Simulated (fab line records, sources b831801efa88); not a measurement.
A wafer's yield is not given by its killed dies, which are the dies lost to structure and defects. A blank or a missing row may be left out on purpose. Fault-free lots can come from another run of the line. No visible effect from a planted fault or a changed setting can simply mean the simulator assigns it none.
Problem report in the 8D (eight disciplines) form, filled by code    flow sky130    the parts of the form that need people (team, actions taken, sign-off) are left out

## 1. THE ISSUE
bias-w at SKY_METAL4_ETCH_17 reads a mean of 1233 W on 2 wafers of 2 lots; wafers without a fault read 1200 W with a standard deviation of 3.5. That is +9.4 standard deviations from the usual mean.
The step: etches SiO2 in C4F8/O2/Ar, stops on TiN, time 3.9 s, target depth 15 nm.
First observed at day 45 22:41: wafer L818.6, on rie-diel-02. The record holds 36 wafers of 12 lots with a number at this step. The rule behind "out" and "out of limits": a value lying over 4 standard deviations away from the usual mean. All remaining wafers that have a number are taken as sound.

## 2. WHAT IT IS, WHAT IT ISN'T
question                     is                 is not
which readings at this step  bias-w             oes-product-au, rf-fwd-power-W
which lots                   L818, L820         L804, L805, L807, L809, L810, L811, L812, L815, L821, L827
which wafers of those lots   L818.6, L820.5     L818.1, L818.2, L820.1, L820.3
read on which tools          rie-diel-02        rie-diel-01, rie-diel-03
when                         from day 45 22:41  up to then (26 sound wafers); but 8 sound wafers of L820, L821, L827 came after

## 3. WHAT RULES OUT EACH SUSPECT
Counting: a tool at a process step up to the reading stays a suspect if it ran every lot that is out. Sound lots after the first of them don't rule it out here, since some wafers of a struck lot are sound.
- rie-diel-02 at SKY_METAL4_ETCH_17 (etches SiO2 in C4F8/O2/Ar, stops on TiN, time 3.9 s, target depth 15 nm): kept. Every lot that is out went through it, the first being L818 (day 45 22:41); the last sound lot it ran before that was L815 (day 45 00:59). Its own readings are out on those wafers: bias-w.
- In rie-diel-02 at SKY_METAL4_ETCH_17, the wafers that are out were processed in chamber 1 and their sound lot-mates in chambers 0, 2, 3.
Left after counting: rie-diel-02 at SKY_METAL4_ETCH_17.

## 4. THE CAUSE (what the simulator had put in)
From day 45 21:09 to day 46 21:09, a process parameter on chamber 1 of rie-diel-02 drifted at SKY_METAL4_ETCH_17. Setting bias-w shifted by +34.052 from 1200. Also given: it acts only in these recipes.
Only this tool survived the counting.

## 5. THE EFFECT CHAIN, in route order
Rows list readings where the struck wafers' mean (over those with a number) sits beyond 3 standard deviations from the usual. Only readings whose record carries a usual standard deviation are examined. hours: median over the lots of the time between each lot's start at the first step of this table that gives one and its start at this step. sigmas: the change, counted in usual standard deviations.
hours  step                reading  usual   on struck wafers  change  sigmas
0      SKY_METAL4_ETCH_17  bias-w   1200 W  1233              +33     +9.4
Here are the process steps it includes:
- SKY_METAL4_ETCH_17: etches SiO2 in C4F8/O2/Ar, stops on TiN, time 3.9 s, target depth 15 nm.

## 6. WHAT WOULD HAVE CAUGHT IT SOONER
2 hours passed between the start of the fault at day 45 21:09 and the first reading out of limits in this record, taken at day 45 22:41.
